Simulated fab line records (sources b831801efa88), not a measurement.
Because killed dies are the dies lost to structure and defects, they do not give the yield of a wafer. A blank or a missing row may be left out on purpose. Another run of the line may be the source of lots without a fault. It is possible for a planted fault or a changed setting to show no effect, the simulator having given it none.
Which tool did it?	flow gf180mcu	36 wafers from 12 lots sampled at 2 of the route's 602 steps

WHAT THE GAUGES READ, wafer by wafer
GF_V4_BOW_MEAS_05.
lot	measured	on	V4_BOW (um)
L609	day 23 12:08	film-metro-04	147 149 149
L610	day 23 22:14	film-metro-04	145 134 151
L611	day 24 03:19	film-metro-04	157 157 146
L612	day 24 14:25	film-metro-01	127 122 139
L614	day 25 03:13	film-metro-02	144 122 123
L615	day 25 13:15	film-metro-02	128 133 129
L616	day 25 21:56	film-metro-04	143 155 160
L617	day 26 08:49	film-metro-04	125 123 132
L619	day 26 23:06	film-metro-04	162 146 155
L622	day 27 19:23	film-metro-04	123 125 112
L628	day 29 10:20	film-metro-01	138 147 137
L631	day 30 08:14	film-metro-01	128 147 134

EACH LOT AND THE TOOL THAT RAN IT (in order: tool; ch and the chambers of the sampled wafers; start)
lot	GF_V3_CMP_26
L609	cmp-01 ch 2,3, day 22 10:22
L610	cmp-01 ch 0,1,3, day 22 21:53
L611	cmp-01 ch 0,1,3, day 23 03:04
L612	cmp-01 ch 0,3, day 23 14:19
L614	cmp-02 ch 2,3, day 24 05:34
L615	cmp-01 ch 2,3, day 24 14:02
L616	cmp-01 ch 0,1,2, day 24 23:14
L617	cmp-02 ch 2,3, day 25 09:25
L619	cmp-02 ch 0,1,2, day 26 00:19
L622	cmp-01 ch 1,3, day 26 21:08
L628	cmp-01 ch 0,1,3, day 28 13:32
L631	cmp-01 ch 0,2,3, day 29 11:59
- GF_V3_CMP_26: polishes, stops on SiO2, t overpolish 15 s, target thk 0 nm.

WHAT THE TOOLS THEMSELVES READ (means of the sampled wafers that have a number; where no wafer has one, the mark that the record gives instead)
GF_V3_CMP_26.
lot	tool	motor-current-A (A)	overpolish-run-s (s)	time-to-endpoint-s (s)
L609	cmp-01	12.4	14.991	82
L610	cmp-01	11.1	14.995	80
L611	cmp-01	11.1	15.004	81
L612	cmp-01	10.7	15.011	81
L614	cmp-02	11.8	15.002	92
L615	cmp-01	12.2	15.000	83
L616	cmp-01	10.8	15.004	79
L617	cmp-02	12.2	15.011	85
L619	cmp-02	12.3	15.009	79
L622	cmp-01	11.0	14.994	81
L628	cmp-01	10.7	14.999	85
L631	cmp-01	11.9	14.999	87

THE ANSWER, worked out from the rows above alone
Rule: usual is defined by the lots themselves. Put in order of their means at a reading, lots are off if they are a third of the lots or fewer, leave a main group of 4 or more, and stand apart from it by a gap of 3 or more times the standard deviation of the main group's means; of several such gaps the widest counts. Not used: any main group whose means are identical at the precision the tables above print for the reading. A lot without any number at a reading at which 4 lots or more have one is off too. Where the step has rows for the other lots, those lots are counted as sound. Order of review: gauges by route order, followed by the tools' own readings, for which a lot's mean as printed above is used. The first step at which some lot is off is used, and at that step the reading that is off furthest; a lot without a number counts as furthest.
Nothing can be told from this: no lot is off at any reading shown.

WHAT THE SIMULATOR HAD PUT IN
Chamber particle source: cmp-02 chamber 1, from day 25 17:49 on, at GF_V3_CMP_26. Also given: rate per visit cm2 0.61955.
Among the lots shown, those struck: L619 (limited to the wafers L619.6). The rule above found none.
